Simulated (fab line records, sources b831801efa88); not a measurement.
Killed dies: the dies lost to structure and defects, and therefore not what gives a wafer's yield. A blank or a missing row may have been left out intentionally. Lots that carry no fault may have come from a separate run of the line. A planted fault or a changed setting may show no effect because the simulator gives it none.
Which of the tools did it? | flow gf180mcu | 14 lots with 41 wafers sampled at 6 steps, on a route of 602 steps

== WHAT THE GAUGES SHOWED, per wafer ==
GF_STI_THK_MEAS_02. Usual: STI_OXIDATION_THK gives 9.97 nm (standard deviation 0.2).
lot  | measured    | on           | STI_OXIDATION_THK (nm) | flag
L144 | day 1 12:31 | filmMetro-01 | 9.94 9.86 9.65         | 
L145 | day 1 19:05 | filmMetro-03 | 9.80 9.80 9.84         | 
L147 | day 2 02:31 | filmMetro-03 | 10.06 9.97 9.99        | 
L148 | day 2 09:08 | filmMetro-01 | 9.98 9.66 9.63         | 
L149 | day 2 12:31 | filmMetro-03 | 9.82 9.88 10.07        | 
L150 | day 2 19:26 | filmMetro-01 | 10.07 9.79 9.91        | 
L151 | day 2 22:32 | filmMetro-01 | 10.05 9.89             | 
L159 | day 4 14:31 | filmMetro-03 | 9.77 9.55 9.71         | 
L160 | day 4 19:53 | filmMetro-03 | 9.91 9.98 10.09        | 
L162 | day 5 06:32 | filmMetro-03 | 10.06 10.03 10.39      | 
L163 | day 5 10:32 | filmMetro-04 | 9.95 10.12 10.15       | 
L164 | day 5 16:52 | filmMetro-03 | 10.07 10.09 10.03      | 
L166 | day 6 01:31 | filmMetro-03 | 10.01 10.38 10.27      | 
L167 | day 6 06:32 | filmMetro-01 | 9.74 9.58 9.93         | 

GF_DUAL_GATE_OVL_MEAS_11. Usual: DUAL_GATE_OVL gives 0.2 nm (standard deviation 1.4).
lot  | measured     | on         | DUAL_GATE_OVL (nm) | flag
L144 | day 8 05:48  | overlay-01 | 0.7 2.1 1.0        | 
L145 | day 8 14:13  | overlay-01 | -0.2 2.0 0.7       | 
L147 | day 9 01:49  | overlay-01 | 1.8 0.5 0.7        | 
L148 | day 9 05:26  | overlay-01 | 0.9 -0.7 -1.7      | 
L149 | day 9 15:28  | overlay-02 | 0.5 1.5 0.5        | 
L150 | day 10 09:54 | overlay-02 | -0.2 0.0 0.6       | 
L151 | day 10 11:04 | overlay-01 | 0.5 1.5            | 
L159 | day 12 12:49 | overlay-02 | -1.6 -2.2 -3.4     | 
L160 | day 12 22:10 | overlay-01 | -1.5 -1.2 -1.2     | 
L162 | day 13 10:49 | overlay-02 | 0.8 -0.5 -0.7      | 
L163 | day 13 14:43 | overlay-01 | 0.4 1.2 0.1        | 
L164 | day 14 04:19 | overlay-02 | -1.2 0.8 0.5       | 
L166 | day 14 14:30 | overlay-01 | 1.5 1.2 2.9        | 
L167 | day 15 02:19 | overlay-02 | -0.3 -2.1 -2.7     | 

GF_PSD_RS_MEAS_14: uses a four-point probe to measure. Usual: NSD_RS gives 46.15 ohm/sq (standard deviation 0.11).
lot  | measured     | on           | NSD_RS (ohm/sq)   | flag
L144 | day 13 23:17 | filmMetro-02 | 46.12 46.12 46.07 | 
L145 | day 14 13:19 | filmMetro-02 | 46.11 46.14 46.09 | 
L147 | day 14 22:09 | filmMetro-02 | 46.04 46.06 45.98 | 
L148 | day 15 08:02 | filmMetro-02 | 46.03 46.12 46.13 | 
L149 | day 15 17:31 | filmMetro-02 | 46.02 40.29 46.19 | OFF
L150 | day 16 16:08 | filmMetro-04 | 46.36 40.52 46.24 | OFF
L151 | day 16 18:44 | filmMetro-02 | 40.33 40.16       | OFF
L159 | day 19 10:14 | filmMetro-04 | 46.18 46.11 46.21 | 
L160 | day 19 21:42 | filmMetro-04 | 46.24 46.29 46.35 | 
L162 | day 20 13:13 | filmMetro-04 | 46.27 46.22 46.23 | 
L163 | day 20 17:50 | filmMetro-01 | 45.91 46.06 46.04 | 
L164 | day 21 11:04 | filmMetro-01 | 46.04 46.02 46.10 | 
L166 | day 22 03:11 | filmMetro-01 | 46.12 46.09 46.17 | 
L167 | day 22 06:32 | filmMetro-04 | 46.18 46.11 46.16 | 

GF_PSD_RS_MEAS_15: uses a four-point probe to measure. Usual: PSD_RS gives 108.6 ohm/sq (standard deviation 0.34).
lot  | measured     | on           | PSD_RS (ohm/sq)   | flag
L144 | day 13 23:25 | filmMetro-02 | 108.3 108.0 108.3 | 
L145 | day 14 13:26 | filmMetro-02 | 108.7 108.4 108.7 | 
L147 | day 14 22:16 | filmMetro-02 | 108.3 108.2 108.3 | 
L148 | day 15 08:09 | filmMetro-02 | 108.5 108.9 108.5 | 
L149 | day 15 17:38 | filmMetro-02 | 108.1 97.6 108.2  | OFF
L150 | day 16 16:15 | filmMetro-04 | 109.2 99.1 108.8  | OFF
L151 | day 16 18:52 | filmMetro-02 | 98.2 97.9         | OFF
L159 | day 19 10:21 | filmMetro-04 | 108.9 108.8 109.0 | 
L160 | day 19 21:49 | filmMetro-04 | 108.7 108.8 108.7 | 
L162 | day 20 13:20 | filmMetro-04 | 108.6 108.9 108.8 | 
L163 | day 20 17:57 | filmMetro-01 | 108.4 108.3 108.5 | 
L164 | day 21 11:11 | filmMetro-01 | 108.4 108.5 108.8 | 
L166 | day 22 03:18 | filmMetro-01 | 108.3 108.6 108.7 | 
L167 | day 22 06:39 | filmMetro-04 | 109.0 108.9 108.8 | 

GF_V1_THK_MEAS_03. Usual: V1_CVD_02_THK gives 852 nm (standard deviation 11).
lot  | measured     | on           | V1_CVD_02_THK (nm) | flag
L144 | day 16 20:06 | filmMetro-04 | 849 858 846        | 
L145 | day 17 10:50 | filmMetro-04 | 833 853 867        | 
L147 | day 17 20:47 | filmMetro-03 | 831 842 839        | 
L148 | day 18 07:46 | filmMetro-03 | 842 863 860        | 
L149 | day 18 19:56 | filmMetro-01 | 836 851 850        | 
L150 | day 19 19:20 | filmMetro-01 | 859 871 878        | 
L151 | day 19 21:38 | filmMetro-01 | 847 863            | 
L159 | day 22 13:37 | filmMetro-04 | 838 851 852        | 
L160 | day 22 23:37 | filmMetro-04 | 840 853 858        | 
L162 | day 23 14:14 | filmMetro-04 | 844 835 862        | 
L163 | day 23 19:56 | filmMetro-03 | 838 852 862        | 
L164 | day 24 11:47 | filmMetro-01 | 851 852 871        | 
L166 | day 25 02:28 | filmMetro-03 | 832 848 856        | 
L167 | day 25 06:10 | filmMetro-04 | 835 858 848        | 

== WHICH TOOL RAN EACH LOT (tool, then ch and the chambers of the sampled wafers, then the start) ==
lot  | GF_PSD_RTA_13
L144 | rtpAnneal-02 ch 0, day 13 23:13
L145 | rtpAnneal-01 ch 0, day 14 13:13
L147 | rtpAnneal-02 ch 0, day 14 22:04
L148 | rtpAnneal-02 ch 0, day 15 07:56
L149 | rtpAnneal-02 ch 0, day 15 17:25
L150 | rtpAnneal-02 ch 0, day 16 16:03
L151 | rtpAnneal-02 ch 0, day 16 18:38
L159 | rtpAnneal-01 ch 0, day 19 10:08
L160 | rtpAnneal-02 ch 0, day 19 21:37
L162 | rtpAnneal-02 ch 0, day 20 13:07
L163 | rtpAnneal-02 ch 0, day 20 17:44
L164 | rtpAnneal-02 ch 0, day 21 10:58
L166 | rtpAnneal-02 ch 0, day 22 03:05
L167 | rtpAnneal-01 ch 0, day 22 06:23
- GF_PSD_RTA_13: time 20 s.

== WHAT THE TOOLS THEMSELVES READ (means of the sampled wafers that have a number; where no wafer has one, the mark that the record gives instead) ==
GF_PSD_RTA_13. Usual: lampPowerPct 40 %, standard deviation 4.6; runLengthS 49.02 s, standard deviation 0.23; wafer_temp_C_max 1029.6, standard deviation 1.1.
lot  | tool         | lampPowerPct (%) | runLengthS (s) | wafer_temp_C_max | flag
L144 | rtpAnneal-02 | 43               | 49.18          | 1029.4           | 
L145 | rtpAnneal-01 | 33               | 48.78          | 1029.4           | 
L147 | rtpAnneal-02 | 43               | 49.21          | 1030.1           | 
L148 | rtpAnneal-02 | 43               | 49.11          | 1031.2           | 
L149 | rtpAnneal-02 | 43               | 61.29          | 1030.0           | OFF
L150 | rtpAnneal-02 | 43               | 61.59          | 1029.6           | OFF
L151 | rtpAnneal-02 | 43               | 85.85          | 1029.8           | OFF
L159 | rtpAnneal-01 | 33               | 48.68          | 1029.4           | 
L160 | rtpAnneal-02 | 43               | 49.28          | 1030.2           | 
L162 | rtpAnneal-02 | 43               | 49.01          | 1029.5           | 
L163 | rtpAnneal-02 | 43               | 49.17          | 1029.7           | 
L164 | rtpAnneal-02 | 43               | 49.26          | 1029.8           | 
L166 | rtpAnneal-02 | 43               | 49.01          | 1029.1           | 
L167 | rtpAnneal-01 | 33               | 48.59          | 1029.1           | 

== THE ANSWER, worked out from the rows above alone ==
Rule: a lot is off if the mean of its wafers that have a number lies more than 3 standard deviations from the usual mean. Also off: a lot with no number at a reading for which 4 or more lots have one. Where the step has rows for the other lots, those lots are counted as sound. After the gauges, taken in route order, come the tools' own readings; for these a lot's mean is taken, as printed above. The first step at which some lot is off is used, and at that step the reading that is off furthest; a lot without a number counts as furthest.
Off: L149, L150, L151, seen at GF_PSD_RS_MEAS_14 (NSD_RS).
A tool fits if, at a process step before that reading, it ran every lot that is off, and no sound lot after the first of them. The gauges at GF_PSD_RS_MEAS_14 aren't tried: what is off there is off at GF_PSD_RTA_13 too, on other tools, and a gauge's error can't cause that. Of those tried, none fits.

== WHAT THE SIMULATOR HAD INSERTED ==
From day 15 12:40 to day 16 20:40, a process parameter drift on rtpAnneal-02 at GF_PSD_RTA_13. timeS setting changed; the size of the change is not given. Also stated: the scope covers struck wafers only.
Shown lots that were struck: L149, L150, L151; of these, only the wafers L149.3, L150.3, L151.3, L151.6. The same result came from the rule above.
